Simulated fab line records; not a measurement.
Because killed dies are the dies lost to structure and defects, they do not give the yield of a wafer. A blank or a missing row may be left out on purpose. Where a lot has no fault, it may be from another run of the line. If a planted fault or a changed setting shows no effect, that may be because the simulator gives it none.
Which tool was responsible?	flow sky130	12 lots, 36 wafers sampled, at 3 steps of a route of 708

== WHAT THE GAUGES READ, wafer by wafer ==
SKY_VIA4_THK_MEAS_20: measures by xrf.
lot	measured	on	VIA4_W_THK (nm)
L217	day 42 20:20	film_metro-02	531 518 527
L218	day 43 22:59	film_metro-01	519 514 519
L220	day 44 01:39	film_metro-03	507 511 504
L219	day 44 02:55	film_metro-03	514 509 512
L221	day 44 04:37	film_metro-01	512 513 514
L222	day 44 12:21	film_metro-01	511 516 515
L226	day 45 12:11	film_metro-03	503 504 501
L227	day 45 19:30	film_metro-03	508 505 505
L229	day 46 10:29	film_metro-01	517 514 515
L230	day 46 15:05	film_metro-02	533 537 533
L233	day 47 11:15	film_metro-03	521 519 511
L237	day 48 05:44	film_metro-03	503 499 500

SKY_PASSIVATION_THK_MEAS_03.
lot	measured	on	PASSIVATION_CVD_02_THK (nm)
L217	day 43 20:38	film_metro-04	539 546 546
L218	day 44 21:22	film_metro-04	536 530 538
L220	day 45 01:07	film_metro-01	542 544 549
L219	day 45 02:35	film_metro-02	532 536 541
L221	day 45 03:44	film_metro-01	527 529 534
L222	day 45 11:09	film_metro-02	541 532 541
L226	day 46 10:55	film_metro-04	536 540 548
L227	day 46 17:11	film_metro-04	523 517 531
L229	day 47 09:27	film_metro-01	530 542 541
L230	day 47 13:43	film_metro-04	535 544 546
L233	day 48 09:03	film_metro-04	531 532 539
L237	day 49 01:38	film_metro-01	531 526 536

== WHICH TOOL RAN EACH LOT (tool, then ch and the chambers of the sampled wafers, then the start) ==
lot	SKY_METAL3_ETCH_16
L217	rie_metal-02 ch 0,1, day 38 14:35
L218	rie_metal-03 ch 0,1, day 39 19:14
L220	rie_metal-03 ch 0,1, day 39 21:27
L219	rie_metal-04 ch 1, day 39 22:37
L221	rie_metal-02 ch 1, day 40 00:26
L222	rie_metal-03 ch 0,1, day 40 07:05
L226	rie_metal-03 ch 0,1, day 41 10:41
L227	rie_metal-03 ch 0,1, day 41 20:29
L229	rie_metal-04 ch 0,1, day 42 11:11
L230	rie_metal-03 ch 0,1, day 42 17:35
L233	rie_metal-03 ch 0, day 43 13:47
L237	rie_metal-03 ch 0, day 44 15:05
- SKY_METAL3_ETCH_16: etches BARC in N2/H2, stops on SiO2, time 88.2 s, target depth 60 nm.

== WHAT THE TOOLS THEMSELVES READ (means of the sampled wafers that have a number; where no wafer has one, the mark that the record gives instead) ==
SKY_METAL3_ETCH_16.
lot	tool	drypump_motor_current_A (A)	oes_product_au (a.u.)	rf_fwd_power_W (W)	throttle_valve_pct (%)
L217	rie_metal-02	6.0	0.622	496.9	13.196
L218	rie_metal-03	5.3	0.621	496.7	13.207
L220	rie_metal-03	5.4	0.626	496.0	13.204
L219	rie_metal-04	5.4	0.625	496.6	13.209
L221	rie_metal-02	5.8	0.627	497.2	13.197
L222	rie_metal-03	5.3	0.623	498.7	13.209
L226	rie_metal-03	5.4	0.627	497.3	13.197
L227	rie_metal-03	5.2	0.625	497.2	13.200
L229	rie_metal-04	5.6	0.631	498.4	13.210
L230	rie_metal-03	5.2	0.624	497.9	13.207
L233	rie_metal-03	5.5	0.628	500.9	13.201
L237	rie_metal-03	5.6	0.622	496.5	13.209

== THE ANSWER, worked out from the rows above alone ==
Rule: usual is defined by the lots themselves. Put in order of their means at a reading, lots are off if they are a third of the lots or fewer, leave a main group of 4 or more, and stand apart from it by a gap of 3 or more times the standard deviation of the main group's means; of several such gaps the widest counts. Not used: any main group whose means are identical at the precision the tables above print for the reading. A lot without any number at a reading at which 4 lots or more have one is off too. All remaining lots with rows at the step are treated as sound. After the gauges, taken in route order, come the tools' own readings; for these a lot's mean is taken, as printed above. The first step at which some lot is off is used, and at that step the reading that is off furthest; a lot without a number counts as furthest.
No lot is off at any reading shown: from this, nothing can be told.

== WHAT THE SIMULATOR PUT IN ==
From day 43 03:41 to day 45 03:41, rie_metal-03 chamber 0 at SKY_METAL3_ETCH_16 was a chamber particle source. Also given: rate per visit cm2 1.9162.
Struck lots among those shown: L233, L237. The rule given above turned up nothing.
